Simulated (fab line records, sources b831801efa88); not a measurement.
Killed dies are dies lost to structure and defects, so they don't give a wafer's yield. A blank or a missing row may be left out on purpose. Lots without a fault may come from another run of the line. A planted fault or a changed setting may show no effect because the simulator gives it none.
A struck lot beside a sound one | flow gf180mcu | 20 steps out of a route of 602
Sound: wafers L463.1, L463.4, L463.5. Struck: wafer L482.6. (L482.4 of the same lot was not struck and is left out.) The cause comes at the end.
At each step with rows: each side's tool, then ch and its chambers, then its first start. Under that, the readings that differ: sound wafers | struck wafers | difference of the means | sigmas: that difference in standard deviations of wafers without a fault.
alike: readings whose means differ by less than 2 such deviations, and words and numbers that are the same on both sides. not compared: withheld readings, readings that some wafer has no value for, bounds like >300 that may hide the same value, and numbers for which the record gives no deviation and whose values overlap.
The two part at a step that has a row with sigmas, a row that says differs or no value, or rows on one side only. Numbers that don't overlap but have no deviation are shown without sigmas and don't part them. A reading that every wafer of one side lacks parts them only if that side has two wafers or more.

first, 1 step without rows for these wafers: GF_V4_CVD_00 (deposits SiO2, target thk 600 nm, time 100 s).
GF_V4_THK_MEAS_01:
  sound on film_metro-01, day 23 23:07; struck on film_metro-04, day 30 03:32
  alike: V4_CVD_00_THK
GF_V4_CVD_02: deposits SiO2 from TEOS, target thk 850 nm, time 94.851 s.
  sound on pecvd-03 ch 1,2, day 23 23:10; struck on pecvd-04 ch 2, day 30 03:37
  alike: heater_power_w, rf_fwd_power_W
GF_V4_THK_MEAS_03:
  sound on film_metro-02, day 23 23:14; struck on film_metro-04, day 30 03:40
  alike: V4_CVD_02_THK
GF_V4_CMP_04: polishes SiO2.
  sound on cmp-02 ch 0,1,3, day 23 23:24; struck on cmp-02 ch 2, day 30 04:04
  alike: motor_current_A, time_to_endpoint_s
GF_V4_BOW_MEAS_05:
  sound on film_metro-02, day 23 23:36; struck on film_metro-02, day 30 04:16
  alike: V4_BOW
then, 6 steps without rows for these wafers: GF_V4_DEHYDRATE_06 (time 60 s); GF_V4_HMDS_07 (prime time 60 s); GF_V4_COAT_08; GF_V4_COAT_09 (resist thk 1000 nm); GF_V4_SOFTBAKE_10 (time 60 s); GF_V4_EXPOSE_11 (exposes mask Via4, target cd 260 nm).
GF_V4_PEB_12: peb time 90 s.
  sound on litho_track-03 ch 0, day 24 21:26; struck on litho_track-03 ch 0, day 30 22:11
  reading                  | sound             | struck | difference | sigmas
  heater_power_total_W (W) | 85.65 85.81 85.81 | 130.25 | +44.49     | +99 or more
then, 1 step without rows for these wafers: GF_V4_DEVELOP_13 (develop time 60 s).
GF_V4_CD_MEAS_14: target cd 260 nm.
  sound on cd_sem-02, day 24 21:47; struck on cd_sem-01, day 30 22:29
  reading    | sound             | struck | difference | sigmas
  cd_nm (nm) | 260.4 260.3 258.5 | 206.8  | -52.9      | -48
GF_V4_OVL_MEAS_15:
  sound on overlay-01, day 24 21:54; struck on overlay-02, day 30 22:34
  reading     | sound  | struck | difference | sigmas
  V4_OVL (nm) | 12 5 3 | -5     | -12        | -2
GF_V4_ETCH_16: etches BARC in N2/H2.
  sound on rie_diel-03 ch 0,1,3, day 24 21:56; struck on rie_diel-03 ch 3, day 30 22:35
  reading             | sound             | struck | difference | sigmas
  rf_fwd_power_W (W)  | 493.2 488.8 495.7 | 498.8  | +6.2       | +3
  model.V4.cd_nm (nm) | 261 260.5 258.3   | 207.5  | -52.4      |
  alike: drypump_motor_current_A, n2_flow_sccm, oes_product_au, throttle_valve_pct
GF_V4_ETCH_17: etches SiO2 in C4F8/O2/Ar, stops on TiN, target depth 630 nm.
  sound on rie_diel-03 ch 0,1,3; struck on rie_diel-03 ch 3
  reading             | sound             | struck | difference | sigmas
  model.V4.cd_nm (nm) | 261.3 260.6 257.9 | 207.8  | -52.1      |
  alike: oes_product_au, rf_fwd_power_W
GF_V4_STRIP_18: strips in O2/N2.
  sound on plasma_asher-03 ch 0,1, day 24 22:04; struck on plasma_asher-01 ch 1, day 30 22:45
  alike: drypump_motor_current_A, heater_power_w, n2_flow_sccm, oes_product_au
  not compared: rf_hours_counter_h
-- the record jumps here: 4 days lie between the struck wafers' starts before and after (it left off in module V4 and takes up again in module PASSIVATION, whose first step shown is number 602 of the route) --
GF_PASSIVATION_PROBE_99:
  the record has rows for the struck wafers here (prober-01, day 34 15:24) and none for the sound ones

WHERE THEY PART
First at GF_V4_PEB_12; last, within this record, at GF_PASSIVATION_PROBE_99.

WHY: what the simulator had put in
Process parameter drift: litho_track-03, from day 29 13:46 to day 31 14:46, at GF_V4_PEB_12. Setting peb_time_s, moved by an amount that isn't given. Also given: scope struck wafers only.
